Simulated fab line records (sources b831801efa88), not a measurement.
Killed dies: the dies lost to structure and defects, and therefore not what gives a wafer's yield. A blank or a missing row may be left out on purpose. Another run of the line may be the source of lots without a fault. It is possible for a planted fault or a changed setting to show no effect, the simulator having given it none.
Which of the tools did it? + flow gf180mcu + 13 lots, 39 wafers sampled, at 6 steps of a route of 602

WHAT THE GAUGES SHOWED, per wafer
GF_DNWELL_TW_MEAS_09. Usual: DNWELL_TW gives 1343 (standard deviation 10).
| lot  | measured    | on            | DNWELL_TW      | flag |
|------|-------------|---------------|----------------|------|
| L597 | day 2 19:00 | film_metro-04 | 1339 1344 1335 |      |
| L598 | day 3 00:45 | film_metro-04 | 1334 1336 1328 |      |
| L600 | day 3 12:17 | film_metro-02 | 1332 1330 1331 |      |
| L601 | day 3 17:50 | film_metro-02 | 1340 1338 1346 |      |
| L602 | day 3 22:44 | film_metro-04 | 1327 1322 1329 |      |
| L603 | day 4 01:48 | film_metro-01 | 1360 1364 1352 |      |
| L604 | day 4 07:53 | film_metro-04 | 1356 1339 1349 |      |
| L606 | day 4 16:59 | film_metro-02 | 1336 1334 1332 |      |
| L610 | day 5 16:06 | film_metro-01 | 1351 1352 1353 |      |
| L615 | day 6 17:50 | film_metro-04 | 1335 1336 1334 |      |
| L616 | day 7 00:10 | film_metro-04 | 1342 1347 1348 |      |
| L618 | day 7 11:26 | film_metro-02 | 1333 1337 1331 |      |
| L620 | day 7 21:16 | film_metro-01 | 1348 1363 1361 |      |

GF_HV_LDD_TW_MEAS_38. Usual: HV_LDD_3_TW gives 1420 (standard deviation 9.3).
| lot  | measured     | on            | HV_LDD_3_TW    | flag |
|------|--------------|---------------|----------------|------|
| L597 | day 11 15:48 | film_metro-03 | 1424 1424 1425 |      |
| L598 | day 11 23:42 | film_metro-02 | 1419 1412 1412 |      |
| L600 | day 12 16:10 | film_metro-01 | 1448 1442 1445 |      |
| L601 | day 13 04:39 | film_metro-01 | 1416 1427 1412 |      |
| L602 | day 13 15:33 | film_metro-02 | 1411 1408 1402 |      |
| L603 | day 13 15:51 | film_metro-03 | 1433 1426 1421 |      |
| L604 | day 14 19:14 | film_metro-02 | 1416 1419 1411 |      |
| L606 | day 14 18:17 | film_metro-01 | 1413 1421 1428 |      |
| L610 | day 16 00:21 | film_metro-01 | 1419 1414 1418 |      |
| L615 | day 17 06:44 | film_metro-03 | 1362 1355 1370 | OFF  |
| L616 | day 17 14:19 | film_metro-01 | 1349 1346 1350 | OFF  |
| L618 | day 18 02:23 | film_metro-03 | 1417 1415 1418 |      |
| L620 | day 18 19:01 | film_metro-02 | 1414 1413 1424 |      |

GF_HV_LDD_RS_MEAS_53: a four-point-probe measurement. Usual: HV_LDD_RS gives 418.4 ohm/sq (standard deviation 1.2).
| lot  | measured     | on            | HV_LDD_RS (ohm/sq) | flag |
|------|--------------|---------------|--------------------|------|
| L597 | day 12 08:44 | film_metro-03 | 418.5 419.3 418.9  |      |
| L598 | day 12 16:46 | film_metro-02 | 419.5 418.9 418.7  |      |
| L600 | day 13 12:05 | film_metro-01 | 418.6 417.5 417.0  |      |
| L601 | day 14 01:19 | film_metro-02 | 419.7 419.7 418.7  |      |
| L602 | day 14 11:46 | film_metro-03 | 419.8 419.1 420.9  |      |
| L603 | day 14 12:38 | film_metro-01 | 419.6 419.9 419.6  |      |
| L604 | day 15 16:47 | film_metro-03 | 417.3 417.7 417.1  |      |
| L606 | day 15 16:02 | film_metro-03 | 418.1 417.0 418.6  |      |
| L610 | day 16 22:48 | film_metro-01 | 417.3 416.4 416.9  |      |
| L615 | day 18 06:11 | film_metro-01 | 430.4 428.7 428.5  | OFF  |
| L616 | day 18 14:10 | film_metro-03 | 428.1 428.1 428.7  | OFF  |
| L618 | day 19 02:35 | film_metro-01 | 420.0 419.0 418.5  |      |
| L620 | day 19 19:17 | film_metro-02 | 418.8 419.2 419.4  |      |

GF_V1_CD_MEAS_14 targets a cd of 260 nm. Usual: 259.9 nm for cd_nm, sd 1.3.
| lot  | measured     | on        | cd_nm (nm)        | flag |
|------|--------------|-----------|-------------------|------|
| L597 | day 18 01:59 | cd_sem-01 | 258.4 260.0 260.7 |      |
| L598 | day 18 11:26 | cd_sem-02 | 261.2 258.6 260.2 |      |
| L600 | day 19 06:17 | cd_sem-01 | 260.0 259.0 260.3 |      |
| L601 | day 19 23:05 | cd_sem-02 | 259.9 260.6 260.5 |      |
| L602 | day 20 13:53 | cd_sem-01 | 260.5 260.7 261.2 |      |
| L603 | day 20 14:35 | cd_sem-01 | 261.5 261.6 261.6 |      |
| L604 | day 21 21:28 | cd_sem-02 | 261.4 260.3 260.6 |      |
| L606 | day 21 21:07 | cd_sem-02 | 262.5 261.9 261.8 |      |
| L610 | day 23 05:46 | cd_sem-02 | 260.4 259.6 259.6 |      |
| L615 | day 24 10:25 | cd_sem-01 | 259.5 259.2 258.5 |      |
| L616 | day 24 17:04 | cd_sem-01 | 259.3 259.0 259.2 |      |
| L618 | day 25 03:46 | cd_sem-01 | 257.8 258.3 258.0 |      |
| L620 | day 25 19:47 | cd_sem-01 | 259.2 258.3 261.0 |      |

WHICH TOOL RAN EACH LOT (tool, then ch and the chambers of the sampled wafers, then the start)
| lot  | GF_HV_LDD_IMPLANT_36            | GF_CONTACT_SPUTTER_23        |
|------|---------------------------------|------------------------------|
| L597 | implanter-04 ch 0, day 11 15:33 | pvd_sputter-01, day 16 01:07 |
| L598 | implanter-02 ch 0, day 11 23:27 | pvd_sputter-01, day 16 11:13 |
| L600 | implanter-04 ch 0, day 12 15:58 | pvd_sputter-01, day 17 04:56 |
| L601 | implanter-04 ch 0, day 13 04:24 | pvd_sputter-04, day 17 21:01 |
| L602 | implanter-02 ch 0, day 13 15:18 | pvd_sputter-04, day 18 10:41 |
| L603 | implanter-04 ch 0, day 13 15:36 | pvd_sputter-03, day 18 11:43 |
| L604 | implanter-03 ch 0, day 14 18:59 | pvd_sputter-04, day 19 19:43 |
| L606 | implanter-04 ch 0, day 14 18:02 | pvd_sputter-01, day 19 19:28 |
| L610 | implanter-02 ch 0, day 16 00:07 | pvd_sputter-01, day 21 04:55 |
| L615 | implanter-02 ch 0, day 17 06:32 | pvd_sputter-03, day 22 10:34 |
| L616 | implanter-02 ch 0, day 17 14:05 | pvd_sputter-01, day 22 18:52 |
| L618 | implanter-03 ch 0, day 18 02:11 | pvd_sputter-01, day 23 06:10 |
| L620 | implanter-03 ch 0, day 18 18:47 | pvd_sputter-01, day 23 22:49 |
- GF_HV_LDD_IMPLANT_36
- GF_CONTACT_SPUTTER_23: material TiN, target thk 10 nm, time 40 s.

AS READ BY THE TOOLS THEMSELVES (means over the sampled wafers that have a number; for cases with no such wafer, the mark the record gives instead)
GF_HV_LDD_IMPLANT_36. Usual: dose_ions_cm2 7.5e+12, standard deviation 7.1e+09; faraday_current_uA 42.3, standard deviation 0.87.
| lot  | tool         | dose_ions_cm2 | faraday_current_uA | flag |
|------|--------------|---------------|--------------------|------|
| L597 | implanter-04 | 7.5e+12       | 42.9               |      |
| L598 | implanter-02 | 7.5e+12       | 43.1               |      |
| L600 | implanter-04 | 7.5e+12       | 41.6               |      |
| L601 | implanter-04 | 7.5e+12       | 42.9               |      |
| L602 | implanter-02 | 7.5e+12       | 43.0               |      |
| L603 | implanter-04 | 7.5e+12       | 41.3               |      |
| L604 | implanter-03 | 7.5e+12       | 42.5               |      |
| L606 | implanter-04 | 7.5e+12       | 42.4               |      |
| L610 | implanter-02 | 7.5e+12       | 42.2               |      |
| L615 | implanter-02 | 3.6e+12       | 19.9               | OFF  |
| L616 | implanter-02 | 3.6e+12       | 20.3               | OFF  |
| L618 | implanter-03 | 7.5e+12       | 42.2               |      |
| L620 | implanter-03 | 7.5e+12       | 42.7               |      |

GF_CONTACT_SPUTTER_23. Usual: 30.5 % for throttle_valve_pct, sd 0.86.
| lot  | tool           | throttle_valve_pct (%) | flag |
|------|----------------|------------------------|------|
| L597 | pvd_sputter-01 | 30.0                   |      |
| L598 | pvd_sputter-01 | 30.5                   |      |
| L600 | pvd_sputter-01 | 30.5                   |      |
| L601 | pvd_sputter-04 | 29.1                   |      |
| L602 | pvd_sputter-04 | 29.4                   |      |
| L603 | pvd_sputter-03 | 30.1                   |      |
| L604 | pvd_sputter-04 | 29.5                   |      |
| L606 | pvd_sputter-01 | 30.8                   |      |
| L610 | pvd_sputter-01 | 31.5                   |      |
| L615 | pvd_sputter-03 | 30.7                   |      |
| L616 | pvd_sputter-01 | 31.0                   |      |
| L618 | pvd_sputter-01 | 30.5                   |      |
| L620 | pvd_sputter-01 | 30.5                   |      |

THE ANSWER, worked out from the rows above alone
Rule: take the mean of a lot's wafers that have a number; if it is more than 3 standard deviations from the usual mean, the lot is off. A lot without any number at a reading at which 4 lots or more have one is off too. All remaining lots with rows at the step are treated as sound. Order of review: gauges by route order, followed by the tools' own readings, for which a lot's mean as printed above is used. The first step at which some lot is off is used, and at that step the reading that is off furthest; a lot without a number counts as furthest.
Off: at GF_HV_LDD_TW_MEAS_38 (HV_LDD_3_TW), L615, L616.
If a tool, at a process step before that reading, ran all the lots that are off and no sound lot after the first of them, it fits. Not tried: the gauges at GF_HV_LDD_TW_MEAS_38; whatever is off there is also off at GF_HV_LDD_IMPLANT_36, on other tools, and gauge error can't account for it. One fits: implanter-02 at GF_HV_LDD_IMPLANT_36. A fault onset in the window from L610 (day 16 00:07, its last sound lot) to L615 (day 17 06:32, its first lot off) fits.
The tool's own readings at GF_HV_LDD_IMPLANT_36 bear it out: on the lots that are off they differ by more than 5 times the standard deviation of the sound lots' means. dose_ions_cm2 reads 3.6e+12 there against 7.5e+12 on the sound lots; faraday_current_uA reads 20.1 there against 42.4 on the sound lots.

WHAT THE SIMULATOR HAD INSERTED
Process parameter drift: implanter-02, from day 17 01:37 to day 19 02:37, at GF_HV_LDD_IMPLANT_36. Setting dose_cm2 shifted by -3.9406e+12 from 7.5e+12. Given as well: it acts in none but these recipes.
Shown lots that were struck: L615, L616. Same finding as the rule above.
